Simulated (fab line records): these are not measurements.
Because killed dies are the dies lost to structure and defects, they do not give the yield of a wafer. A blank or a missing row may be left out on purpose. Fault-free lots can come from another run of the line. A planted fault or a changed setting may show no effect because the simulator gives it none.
fab line records + flow sky130
[record]
- lots = 5
- wafers = 15
- last-day = 50
route steps=708 shown VT_ADJUST_LVTN@118 VT_ADJUST_NCORE@119
lots that met no fault: from a run of the same line without faults
start-h: the number of hours between the record's first day and the start of the first shown wafer of the lot + wait-h: hours elapsed since this lot's preceding step + " same as the row above + L1.1+2: a single row standing in for several wafers + - either no value or no given start + * or withheld: withheld + < > ~ a bound
route shown NAME@n: a module of which the file shows steps, and the number in the route of the first + usual: the fault-free wafers' mean and standard deviation + same: alike in all rows + chamber/n: place in a boat + sites: each site's reading + _std_site: standard deviation of those values + _edge_site: the outer-site mean with the inner-site mean subtracted + radius-mm: how far each site lies from the wafer's centre + mask NAME#n: copy n + behind: the most recent tool/chamber to have shaped the wafer + hold: reason for holding the lot/hours on hold/outcome of the hold + device: the n, p or np transistor that did not switch + end of line: tests run on the same wafers once the route is complete + for a step that has no rows: nothing shown but its recipe + killed: at the first sort, the dies lost to defects and structure; wafer yield is something else + map: shows each die of a wafer: x if killed, . if not, _ if none is there
set.NAME: the setting the step ran with; set.NAME@STEP: the setting that earlier step ran with + model.NAME: the simulator's own value behind a step, which no gauge read
lots at selected steps of the route; one table per step, one row per wafer
services: the hour from which a tool's chamber was out of use, counted from the record's first day as start-h (under 0 if before that day), plus the number of hours and why
[[steps]]
[step SKY_VT_ADJUST_LVTN_TW_MEAS_21]
[usual]
- VT_ADJUST_LVTN_2_TW = 187.4/1.9
| lot.wafer | tool          | chamber | start-h | wait-h | VT_ADJUST_LVTN_2_TW |
|-----------|---------------|---------|---------|--------|---------------------|
| L078.1    | film-metro-03 | -       | 197.57  | 0.1    | 185.0               |
| L078.4    | "             | -       | "       | "      | 184.9               |
| L078.5    | "             | -       | "       | "      | 184.8               |
| L079.1    | film-metro-03 | -       | 207.84  | 0.1    | 184.7               |
| L079.2    | "             | -       | "       | "      | 183.9               |
| L079.4    | "             | -       | "       | "      | 184.7               |
| L087.1    | film-metro-04 | -       | 257.44  | 0.1    | 187.5               |
| L087.3    | "             | -       | "       | "      | 188.2               |
| L087.5    | "             | -       | "       | "      | 188.8               |
| L090.2    | film-metro-03 | -       | 273.10  | 0.1    | 185.1               |
| L090.5    | "             | -       | "       | "      | 185.9               |
| L090.6    | "             | -       | "       | "      | 185.4               |
| L092.2    | film-metro-03 | -       | 287.30  | 0.1    | 184.8               |
| L092.4    | "             | -       | "       | "      | 185.9               |
| L092.5    | "             | -       | "       | "      | 186.1               |
[step SKY_VT_ADJUST_NCORE_DEHYDRATE_00]
[recipe]
- temp-c = 200
- time-s = 60
[usual]
- resist-line-temp-C = 23.02/0.094
| lot.wafer | tool           | chamber | start-h | wait-h | resist-line-temp-C |
|-----------|----------------|---------|---------|--------|--------------------|
| L078.1    | litho-track-04 | 0       | 208.60  | 11.0   | 23.06              |
| L078.4    | "              | 0       | "       | "      | 23.17              |
| L078.5    | "              | 0       | "       | "      | 23.13              |
| L079.1    | litho-track-01 | 0       | 218.50  | 10.7   | 23.04              |
| L079.2    | "              | 0       | "       | "      | 23.29              |
| L079.4    | "              | 0       | "       | "      | 23.21              |
| L087.1    | litho-track-02 | 0       | 269.13  | 11.7   | 22.98              |
| L087.3    | "              | 0       | "       | "      | 23.00              |
| L087.5    | "              | 0       | "       | "      | 23.00              |
| L090.2    | litho-track-02 | 0       | 284.61  | 11.5   | 22.93              |
| L090.5    | "              | 0       | "       | "      | 22.95              |
| L090.6    | "              | 0       | "       | "      | 22.93              |
| L092.2    | litho-track-04 | 0       | 299.13  | 11.8   | 22.83              |
| L092.4    | "              | 0       | "       | "      | 22.95              |
| L092.5    | "              | 0       | "       | "      | 23.07              |
[step SKY_VT_ADJUST_NCORE_HMDS_01]
[recipe]
- prime-time-s = 60
- prime-temp-c = 120
[usual]
- resist-line-temp-C = 23.02/0.087
| lot.wafer | tool           | chamber | start-h | wait-h | resist-line-temp-C |
|-----------|----------------|---------|---------|--------|--------------------|
| L078.1    | litho-track-04 | 0       | 208.75  | 0.1    | 23.05              |
| L078.4    | "              | 0       | "       | "      | 22.94              |
| L078.5    | "              | 0       | "       | "      | 22.94              |
| L079.1    | litho-track-01 | 0       | 218.65  | 0.1    | 22.97              |
| L079.2    | "              | 0       | "       | "      | 23.15              |
| L079.4    | "              | 0       | "       | "      | 23.09              |
| L087.1    | litho-track-02 | 0       | 269.28  | 0.1    | 23.03              |
| L087.3    | "              | 0       | "       | "      | 23.04              |
| L087.5    | "              | 0       | "       | "      | 22.89              |
| L090.2    | litho-track-02 | 0       | 284.76  | 0.1    | 23.05              |
| L090.5    | "              | 0       | "       | "      | 22.95              |
| L090.6    | "              | 0       | "       | "      | 23.25              |
| L092.2    | litho-track-04 | 0       | 299.28  | 0.1    | 23.05              |
| L092.4    | "              | 0       | "       | "      | 23.08              |
| L092.5    | "              | 0       | "       | "      | 23.10              |
[step SKY_VT_ADJUST_NCORE_COAT_02]
[recipe]
- resist = NOVOLAK
- spin-rpm = 3000
- resist-thk-nm = 1140
[usual]
- resist-line-temp-C = 23.01/0.11
| lot.wafer | tool           | chamber | start-h | wait-h | resist-line-temp-C |
|-----------|----------------|---------|---------|--------|--------------------|
| L078.1    | litho-track-04 | 0       | 208.90  | 0.1    | 22.98              |
| L078.4    | "              | 0       | "       | "      | 23.02              |
| L078.5    | "              | 0       | "       | "      | 23.09              |
| L079.1    | litho-track-01 | 0       | 218.80  | 0.1    | 22.87              |
| L079.2    | "              | 0       | "       | "      | 22.96              |
| L079.4    | "              | 0       | "       | "      | 23.01              |
| L087.1    | litho-track-02 | 0       | 269.43  | 0.1    | 22.97              |
| L087.3    | "              | 0       | "       | "      | 23.16              |
| L087.5    | "              | 0       | "       | "      | 22.94              |
| L090.2    | litho-track-02 | 0       | 284.91  | 0.1    | 22.94              |
| L090.5    | "              | 0       | "       | "      | 22.96              |
| L090.6    | "              | 0       | "       | "      | 23.07              |
| L092.2    | litho-track-04 | 0       | 299.43  | 0.1    | 23.00              |
| L092.4    | "              | 0       | "       | "      | 22.92              |
| L092.5    | "              | 0       | "       | "      | 22.99              |
[step SKY_VT_ADJUST_NCORE_SOFTBAKE_03]
[recipe]
- temp-c = 90
- time-s = 60
- resist = NOVOLAK
[usual]
- resist-line-temp-C = 23.01/0.1
| lot.wafer | tool           | chamber | start-h | wait-h | resist-line-temp-C |
|-----------|----------------|---------|---------|--------|--------------------|
| L078.1    | litho-track-04 | 0       | 209.05  | 0.1    | 23.06              |
| L078.4    | "              | 0       | "       | "      | 22.94              |
| L078.5    | "              | 0       | "       | "      | 22.95              |
| L079.1    | litho-track-01 | 0       | 218.95  | 0.1    | 23.05              |
| L079.2    | "              | 0       | "       | "      | 23.20              |
| L079.4    | "              | 0       | "       | "      | 23.05              |
| L087.1    | litho-track-02 | 0       | 269.58  | 0.1    | 23.06              |
| L087.3    | "              | 0       | "       | "      | 22.87              |
| L087.5    | "              | 0       | "       | "      | 22.97              |
| L090.2    | litho-track-02 | 0       | 285.06  | 0.1    | 23.04              |
| L090.5    | "              | 0       | "       | "      | 23.09              |
| L090.6    | "              | 0       | "       | "      | 23.18              |
| L092.2    | litho-track-04 | 0       | 299.58  | 0.1    | 22.98              |
| L092.4    | "              | 0       | "       | "      | 23.03              |
| L092.5    | "              | 0       | "       | "      | 23.22              |
[step SKY_VT_ADJUST_NCORE_EXPOSE_04]
[recipe]
- mask-id = LVTN_COMPLEMENT_THIN
- na = 0.6
- source-shape = conventional
- sigma-outer = 0.6
- polarization = unpolarized
- target-cd-nm = 380
- dose-mj = 136.2
[usual]
- stage-vel-mm-s = 500.02/0.25
| lot.wafer | tool             | chamber | start-h | wait-h | mask                   | stage-vel-mm-s |
|-----------|------------------|---------|---------|--------|------------------------|----------------|
| L078.1    | iline-stepper-02 | 0       | -       | -      | LVTN_COMPLEMENT_THIN#0 | 500.34         |
| L078.4    | "                | 0       | "       | "      | LVTN_COMPLEMENT_THIN#0 | 500.11         |
| L078.5    | "                | 0       | "       | "      | LVTN_COMPLEMENT_THIN#0 | 500.09         |
| L079.1    | iline-stepper-01 | 0       | -       | -      | LVTN_COMPLEMENT_THIN#0 | 500.28         |
| L079.2    | "                | 0       | "       | "      | LVTN_COMPLEMENT_THIN#0 | 500.45         |
| L079.4    | "                | 0       | "       | "      | LVTN_COMPLEMENT_THIN#0 | 499.77         |
| L087.1    | iline-stepper-01 | 0       | -       | -      | LVTN_COMPLEMENT_THIN#0 | 499.90         |
| L087.3    | "                | 0       | "       | "      | LVTN_COMPLEMENT_THIN#0 | 500.19         |
| L087.5    | "                | 0       | "       | "      | LVTN_COMPLEMENT_THIN#0 | 499.86         |
| L090.2    | iline-stepper-01 | 0       | -       | -      | LVTN_COMPLEMENT_THIN#0 | 500.21         |
| L090.5    | "                | 0       | "       | "      | LVTN_COMPLEMENT_THIN#0 | 499.71         |
| L090.6    | "                | 0       | "       | "      | LVTN_COMPLEMENT_THIN#0 | 500.21         |
| L092.2    | iline-stepper-02 | 0       | -       | -      | LVTN_COMPLEMENT_THIN#0 | 499.83         |
| L092.4    | "                | 0       | "       | "      | LVTN_COMPLEMENT_THIN#0 | 500.02         |
| L092.5    | "                | 0       | "       | "      | LVTN_COMPLEMENT_THIN#0 | 500.10         |
[step SKY_VT_ADJUST_NCORE_PEB_05]
[recipe]
- temp-c = withheld
- time-s = *
- resist = NOVOLAK
[usual]
- resist-line-temp-C = *
| lot.wafer | tool           | chamber | start-h | wait-h | resist-line-temp-C |
|-----------|----------------|---------|---------|--------|--------------------|
| L078.1    | litho-track-01 | 0       | -       | -      | *                  |
| L078.4    | "              | 0       | "       | "      | *                  |
| L078.5    | "              | 0       | "       | "      | *                  |
| L079.1    | litho-track-04 | 0       | -       | -      | *                  |
| L079.2    | "              | 0       | "       | "      | *                  |
| L079.4    | "              | 0       | "       | "      | *                  |
| L087.1    | litho-track-04 | 0       | -       | -      | *                  |
| L087.3    | "              | 0       | "       | "      | *                  |
| L087.5    | "              | 0       | "       | "      | *                  |
| L090.2    | litho-track-04 | 0       | -       | -      | *                  |
| L090.5    | "              | 0       | "       | "      | *                  |
| L090.6    | "              | 0       | "       | "      | *                  |
| L092.2    | litho-track-04 | 0       | -       | -      | *                  |
| L092.4    | "              | 0       | "       | "      | *                  |
| L092.5    | "              | 0       | "       | "      | *                  |
[step SKY_VT_ADJUST_NCORE_DEVELOP_06]
[recipe]
- resist = NOVOLAK
- developer = TMAH
- develop-time-s = 60
- dev-temp-c = 23
[usual]
- resist-line-temp-C = 23.00/0.12
| lot.wafer | tool           | chamber | start-h | wait-h | resist-line-temp-C |
|-----------|----------------|---------|---------|--------|--------------------|
| L078.1    | litho-track-01 | 0       | 219.95  | 0.1    | 23.04              |
| L078.4    | "              | 0       | "       | "      | 22.93              |
| L078.5    | "              | 0       | "       | "      | 22.83              |
| L079.1    | litho-track-04 | 0       | 229.60  | 0.1    | 23.03              |
| L079.2    | "              | 0       | "       | "      | 23.03              |
| L079.4    | "              | 0       | "       | "      | 22.88              |
| L087.1    | litho-track-04 | 0       | 282.15  | 0.1    | 22.78              |
| L087.3    | "              | 0       | "       | "      | 22.76              |
| L087.5    | "              | 0       | "       | "      | 22.93              |
| L090.2    | litho-track-04 | 0       | 297.38  | 0.1    | 22.97              |
| L090.5    | "              | 0       | "       | "      | 23.07              |
| L090.6    | "              | 0       | "       | "      | 22.98              |
| L092.2    | litho-track-04 | 0       | 311.98  | 0.1    | 22.93              |
| L092.4    | "              | 0       | "       | "      | 22.76              |
| L092.5    | "              | 0       | "       | "      | 23.01              |
[step SKY_VT_ADJUST_NCORE_CD_MEAS_07]
[recipe]
- target-cd-nm = 380
[usual]
- cd-nm = 379.6/2.4
| lot.wafer | tool      | chamber | start-h | wait-h | cd-nm |
|-----------|-----------|---------|---------|--------|-------|
| L078.1    | cd-sem-01 | -       | 220.10  | 0.1    | 375.9 |
| L078.4    | "         | -       | "       | "      | 377.9 |
| L078.5    | "         | -       | "       | "      | 377.6 |
| L079.1    | cd-sem-02 | -       | 229.75  | 0.1    | 379.9 |
| L079.2    | "         | -       | "       | "      | 377.4 |
| L079.4    | "         | -       | "       | "      | 378.6 |
| L087.1    | cd-sem-01 | -       | 282.30  | 0.1    | 380.5 |
| L087.3    | "         | -       | "       | "      | 381.2 |
| L087.5    | "         | -       | "       | "      | 382.0 |
| L090.2    | cd-sem-02 | -       | 297.52  | 0.1    | 378.3 |
| L090.5    | "         | -       | "       | "      | 375.0 |
| L090.6    | "         | -       | "       | "      | 378.0 |
| L092.2    | cd-sem-02 | -       | 312.12  | 0.1    | 379.4 |
| L092.4    | "         | -       | "       | "      | 378.5 |
| L092.5    | "         | -       | "       | "      | 377.1 |
[step SKY_VT_ADJUST_NCORE_OVL_MEAS_08]
[usual]
- VT_ADJUST_NCORE_OVL = 0.0/1.3
| lot.wafer | tool       | chamber | start-h | wait-h | VT_ADJUST_NCORE_OVL[nm] |
|-----------|------------|---------|---------|--------|-------------------------|
| L078.1    | overlay-01 | -       | 220.22  | 0.1    | -0.6                    |
| L078.4    | "          | -       | "       | "      | 0.9                     |
| L078.5    | "          | -       | "       | "      | -1.1                    |
| L079.1    | overlay-02 | -       | 229.87  | 0.1    | -0.2                    |
| L079.2    | "          | -       | "       | "      | -2.3                    |
| L079.4    | "          | -       | "       | "      | -1.5                    |
| L087.1    | overlay-02 | -       | 282.42  | 0.1    | -1.2                    |
| L087.3    | "          | -       | "       | "      | 0.5                     |
| L087.5    | "          | -       | "       | "      | 0.9                     |
| L090.2    | overlay-02 | -       | 297.63  | 0.1    | 1.2                     |
| L090.5    | "          | -       | "       | "      | -0.9                    |
| L090.6    | "          | -       | "       | "      | 0.0                     |
| L092.2    | overlay-01 | -       | 312.23  | 0.1    | -0.4                    |
| L092.4    | "          | -       | "       | "      | -0.9                    |
| L092.5    | "          | -       | "       | "      | -2.0                    |
[step SKY_VT_ADJUST_NCORE_IMPLANT_09]
[recipe]
- species = B
- energy-kev = 10
- dose-cm2 = 2.4e+12
- tilt-deg = withheld
| lot.wafer  | tool         | chamber | start-h | wait-h |
|------------|--------------|---------|---------|--------|
| L078.1+4+5 | implanter-01 | 0       | 220.25  | 0.0    |
| L079.1+2+4 | implanter-04 | 0       | 229.91  | 0.0    |
| L087.1+3+5 | implanter-04 | 0       | 282.46  | 0.0    |
| L090.2+5+6 | implanter-02 | 0       | 297.68  | 0.0    |
| L092.2+4+5 | implanter-02 | 0       | 312.28  | 0.0    |
[step SKY_VT_ADJUST_NCORE_STRIP_10]
[recipe]
- chemistry = O2/N2
- power-w = 1400
- pressure-mtorr = 1500
- platen-temp-c = withheld
- o2-flow-sccm = 3000
- n2-flow-sccm = 300
- overash-fraction = 0.5
[usual]
- drypump-motor-current-A = 5.8/0.42
- oes-product-au = 0.716/0.0044
- strip-time-to-endpoint-s = 14.19/0.036
| lot.wafer | tool            | chamber | start-h | wait-h | drypump-motor-current-A | oes-product-au | rf-hours-counter-h | strip-time-to-endpoint-s |
|-----------|-----------------|---------|---------|--------|-------------------------|----------------|--------------------|--------------------------|
| L078.1    | plasma-asher-01 | 1       | 220.40  | 0.1    | 5.7                     | 0.716          | 53                 | 14.21                    |
| L078.4    | "               | 1       | "       | "      | 5.7                     | 0.717          | -                  | 14.23                    |
| L078.5    | "               | 1       | "       | "      | 5.7                     | 0.714          | -                  | 14.21                    |
| L079.1    | plasma-asher-04 | 1       | 230.06  | 0.1    | 5.7                     | 0.715          | 54                 | 14.22                    |
| L079.2    | "               | 0       | "       | "      | 6.2                     | 0.723          | 54                 | 14.23                    |
| L079.4    | "               | 0       | "       | "      | 6.2                     | 0.713          | -                  | 14.21                    |
| L087.1    | plasma-asher-02 | 1       | 282.61  | 0.1    | 6.3                     | 0.712          | 15                 | 14.12                    |
| L087.3    | "               | 1       | "       | "      | 6.4                     | 0.712          | -                  | 14.17                    |
| L087.5    | "               | 0       | "       | "      | 5.7                     | 0.725          | -                  | 14.11                    |
| L090.2    | plasma-asher-02 | 1       | 297.81  | 0.1    | 6.3                     | 0.721          | 16                 | 14.12                    |
| L090.5    | "               | 0       | "       | "      | 5.7                     | 0.716          | -                  | 14.16                    |
| L090.6    | "               | 1       | "       | "      | 6.3                     | 0.705          | -                  | 14.16                    |
| L092.2    | plasma-asher-02 | 0       | 312.41  | 0.1    | 5.7                     | 0.722          | 17                 | 14.20                    |
| L092.4    | "               | 0       | "       | "      | 5.7                     | 0.714          | -                  | 14.23                    |
| L092.5    | "               | 0       | "       | "      | 5.7                     | 0.717          | -                  | 14.17                    |
[[services]]
| tool             | chamber | start-h | hours | kind   |
|------------------|---------|---------|-------|--------|
| implanter-02     | -       | 192.32  | 0.9   | repair |
| implanter-04     | -       | 211.98  | 3.3   | repair |
| iline-stepper-01 | -       | 214.02  | 1.7   | pm     |
| implanter-01     | -       | 227.52  | 10.2  | repair |
| implanter-02     | -       | 229.05  | 3.8   | pm     |
| plasma-asher-01  | -       | 247.29  | 0.4   | repair |
| plasma-asher-02  | -       | 258.90  | 4.5   | repair |
| implanter-01     | -       | 290.38  | 4.5   | repair |
| implanter-04     | -       | 306.52  | 3.2   | repair |
| implanter-01     | -       | 306.59  | 4.3   | pm     |
[[key]]
fault none
